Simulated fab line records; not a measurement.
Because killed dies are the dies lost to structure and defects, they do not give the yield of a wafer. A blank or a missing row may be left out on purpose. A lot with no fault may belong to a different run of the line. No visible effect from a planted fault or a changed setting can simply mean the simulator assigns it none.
One fault through the eyes of 2 desks + flow gf180mcu + numbers are kept per desk, each desk with only its own; the story behind them comes last

## METROLOGY DESK
What the gauges read, lot by lot, whatever tool the lot ran on: means of the sampled wafers that have a number. A lot is out of limits, marked OUT, if its mean lies more than 4 standard deviations from the usual mean; the brackets give that distance.
Columns: A = STI_OXIDATION_02_THK at GF_STI_THK_MEAS_30, usual 10.09 nm
| lot  | first seen here | A     |
|------|-----------------|-------|
| L303 | day 2 14:11     | 10.05 |
| L307 | day 3 05:09     | 10.01 |
| L310 | day 3 19:55     | 10.39 |
| L317 | day 5 06:55     | 10.14 |
| L324 | day 6 19:03     | 9.95  |
| L325 | day 7 01:18     | 9.90  |
This desk's verdict: no lot among the 6 shows anything out of limits.

## THE TOOL OWNER'S DESK: implanter-01
GF_DNWELL_IMPLANT_07, tool's own readings: per-lot mean of the sampled wafers with a number, covering each lot this tool ran. A lot is out of limits, marked OUT, if its mean lies more than 4 standard deviations from the usual mean; the brackets give that distance.
Columns: A = beamEnergyKeV at GF_DNWELL_IMPLANT_07, usual 1500.1
| lot  | first seen here | A                        |
|------|-----------------|--------------------------|
| L307 | day 3 18:17     | 1499.6                   |
| L310 | day 4 10:09     | 1351.0 (-99 or more) OUT |
| L317 | day 5 22:12     | 1350.6 (-99 or more) OUT |
This desk finds L310, L317 out of limits, L310 being first, at day 4 10:09 (beamEnergyKeV at GF_DNWELL_IMPLANT_07). Within limits: L307.

## TAKEN TOGETHER
The tool owner's desk had the chance to raise an alarm at day 4 10:09 on L310, L317.
From the metrology desk's view, nothing was out of limits.
The metrology desk holds a record of L310, L317, inside its limits.
All the named lots went through GF_DNWELL_IMPLANT_07 on implanter-01.

## WHAT THE SIMULATOR HAD INSERTED
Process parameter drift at GF_DNWELL_IMPLANT_07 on implanter-01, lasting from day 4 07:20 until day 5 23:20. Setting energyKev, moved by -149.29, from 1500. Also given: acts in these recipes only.
Struck lots among those shown: L310, L317.
Time in hours from fault onset to the first out-of-limits reading at each desk: the tool owner's desk, 3.
